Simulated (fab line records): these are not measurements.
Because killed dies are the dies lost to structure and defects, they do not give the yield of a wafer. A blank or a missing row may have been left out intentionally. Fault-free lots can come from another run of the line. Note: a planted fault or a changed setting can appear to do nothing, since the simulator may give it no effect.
Chamber matching + flow gf180mcu + GF_V4_CMP_04 on cmp-01 has 4 sister chambers
The step polishes SiO2. 27 wafers are shown with their chamber, then 12 later ones without.

EACH WAFER AND ITS CHAMBER
| wafer  | chamber | motor current A (A) | time to endpoint s (s) |
|--------|---------|---------------------|------------------------|
| L075.1 | 1       | 12.9                | 85                     |
| L075.5 | 2       | 12.0                | 85                     |
| L075.6 | 3       | 12.8                | 89                     |
| L076.1 | 0       | 9.7                 | 83                     |
| L076.2 | 3       | 12.2                | 84                     |
| L076.6 | 3       | 13.0                | 86                     |
| L077.1 | 2       | 12.0                | 79                     |
| L077.2 | 1       | 12.4                | 77                     |
| L077.3 | 3       | 13.0                | 84                     |
| L078.1 | 3       | 13.1                | 88                     |
| L078.2 | 1       | 13.3                | 86                     |
| L078.3 | 0       | 10.3                | 83                     |
| L080.1 | 1       | 13.0                | 83                     |
| L080.5 | 0       | 10.5                | 84                     |
| L080.6 | 1       | 13.3                | 86                     |
| L081.1 | 3       | 13.2                | 81                     |
| L081.2 | 1       | 13.2                | 73                     |
| L081.6 | 3       | 13.4                | 80                     |
| L083.1 | 0       | 10.3                | 79                     |
| L083.5 | 2       | 11.5                | 76                     |
| L083.6 | 3       | 12.5                | 86                     |
| L085.1 | 2       | 11.5                | 79                     |
| L085.4 | 3       | 13.2                | 78                     |
| L085.6 | 0       | 10.3                | 81                     |
| L089.1 | 0       | 10.5                | 74                     |
| L089.3 | 3       | 12.6                | 82                     |
| L089.5 | 2       | 11.4                | 80                     |

SIGNATURES (averages over the wafers above)
| reading            | chamber 0 | chamber 1 | chamber 2 | chamber 3 | scatter within a chamber |
|--------------------|-----------|-----------|-----------|-----------|--------------------------|
| motor current A    | 10.267    | 13.017    | 11.680    | 12.900    | 0.337                    |
| time to endpoint s | 80.67     | 81.67     | 79.80     | 83.80     | 4.03                     |
Rule: for a wafer and a chamber, the distance is found by dividing, reading by reading, the gap between the wafer's reading and the chamber's mean by the reading's scatter, squaring, summing and taking the root. If the next closest chamber is less than 2 further off than the closest, the wafer can't be placed; otherwise it belongs to the closest. The scatter: take each reading less its chamber's mean, square it, sum over the shown wafers, divide by the number of wafers less the number of chambers, and take the root.

WAFERS WITHOUT THEIR CHAMBER
| wafer  | motor current A (A) | time to endpoint s (s) |
|--------|---------------------|------------------------|
| L092.3 | 13.9                | 83                     |
| L092.5 | 9.9                 | 88                     |
| L092.6 | 12.9                | 84                     |
| L093.1 | 12.6                | 77                     |
| L093.2 | 11.2                | 75                     |
| L093.6 | 12.8                | 84                     |
| L094.2 | 13.2                | 81                     |
| L094.4 | 13.8                | 85                     |
| L094.6 | 10.3                | 90                     |
| L097.1 | 12.6                | 78                     |
| L097.3 | 10.3                | 89                     |
| L097.5 | 11.6                | 80                     |

WHICH CHAMBER EACH ONE RAN IN
| wafer  | from the rows above          | in truth |
|--------|------------------------------|----------|
| L092.3 | can't be placed: 1 or 3      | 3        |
| L092.5 | 0                            | 0        |
| L092.6 | can't be placed: 3 or 1      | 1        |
| L093.1 | can't be placed: 1 or 3 or 2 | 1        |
| L093.2 | can't be placed: 2 or 0      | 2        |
| L093.6 | can't be placed: 3 or 1      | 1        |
| L094.2 | can't be placed: 1 or 3      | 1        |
| L094.4 | can't be placed: 1 or 3      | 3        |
| L094.6 | 0                            | 0        |
| L097.1 | can't be placed: 1 or 3 or 2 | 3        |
| L097.3 | 0                            | 0        |
| L097.5 | 2                            | 2        |
4 of 12 placed correctly. Not placeable from these rows: 8 (in 8, the candidates include the true chamber). Wrongly placed: 0.
